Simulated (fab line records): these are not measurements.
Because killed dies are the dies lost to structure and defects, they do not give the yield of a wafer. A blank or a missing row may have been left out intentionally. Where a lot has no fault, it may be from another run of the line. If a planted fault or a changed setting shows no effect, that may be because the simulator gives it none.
Problem report in the 8D (eight disciplines) form, filled by code	flow gf180mcu	the parts of the form that need people (team, actions taken, sign-off) are left out

1. THE PROBLEM
Wafers without a fault read 279.8 nm, standard deviation 1.1; cdNm at GF_M3_CD_MEAS_14 reads a mean of 229.3 nm on 6 wafers belonging to 2 lots. That is -46 standard deviations from the usual mean.
The step: target cd 280 nm.
The first sign was on wafer L792.4 at day 24 18:11, on cdSem-01. At this step, 42 wafers from 14 lots have a number in the record. By rule, "out" or "out of limits" means more than 4 standard deviations away from the usual mean. All remaining wafers that have a number are taken as sound.

2. WHAT IT IS, WHAT IT ISN'T
question	is	is not
which readings at this step	cdNm	-
which lots	L792, L793	L782, L783, L784, L785, L786, L797, L798, L800, L802, L803, L804, L805
which wafers of those lots	all that have a number	-
read on which gauges	cdSem-01	cdSem-02
when	from day 24 18:11	up to then (15 sound wafers); but 21 sound wafers of L797, L798, L800, L802, L803, L804, L805 came after

3. WHAT RULES OUT EACH SUSPECT
Counting: a tool at any process step up to the reading remains a suspect when it ran all the lots that are out and ran no sound lot after the first of those.
- the gauge at GF_M3_CD_MEAS_14: kept. All the wafers that are out were read on cdSem-01, and no step on other tools shows them out.
- rieMetal-04 at GF_M2_METAL_ETCH_16 (etches the open film in Cl2/BCl3, stops on SiO2, target depth 627.5 nm, time 104.6 s): ruled out as a lasting fault. The sound lots L797, L802, L804, L805 went through it after L792, its earliest lot that is out (day 22 18:22).
- krfScanner-01 at GF_M3_EXPOSE_11 (exposes mask Metal3, target cd 280 nm): ruled out as a lasting fault. The sound lots L802, L804, L803, L805 went through it after L792, its earliest lot that is out (day 24 07:23).
After counting, what remains is cdSem-01 at GF_M3_CD_MEAS_14.

4. THE CAUSE (what the simulator had put in)
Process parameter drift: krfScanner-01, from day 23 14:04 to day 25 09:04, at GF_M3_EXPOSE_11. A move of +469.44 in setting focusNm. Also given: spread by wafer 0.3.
It was ruled out by counting, in error; the rule expects a fault to strike all lots run on its tool from its start on, and this fault did not.

5. THE EFFECT CHAIN, in route order
Rows list readings where the struck wafers' mean (over those with a number) sits beyond 3 standard deviations from the usual. Only readings for which the record gives a usual standard deviation are gone through. hours: the time from each lot's start at the first step in this table that gives one to its start at this step, as a median over the lots. sigmas: the change in usual standard deviations.
hours	step	reading	usual	on struck wafers	change	sigmas
0	GF_M3_CD_MEAS_14	cdNm	279.8 nm	229.3	-50.5	-46

6. HOW IT WOULD HAVE BEEN CAUGHT EARLIER
In this record the first reading out of limits at a measuring or inspecting step was taken at day 24 18:11, 28 hours after the fault began at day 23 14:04.
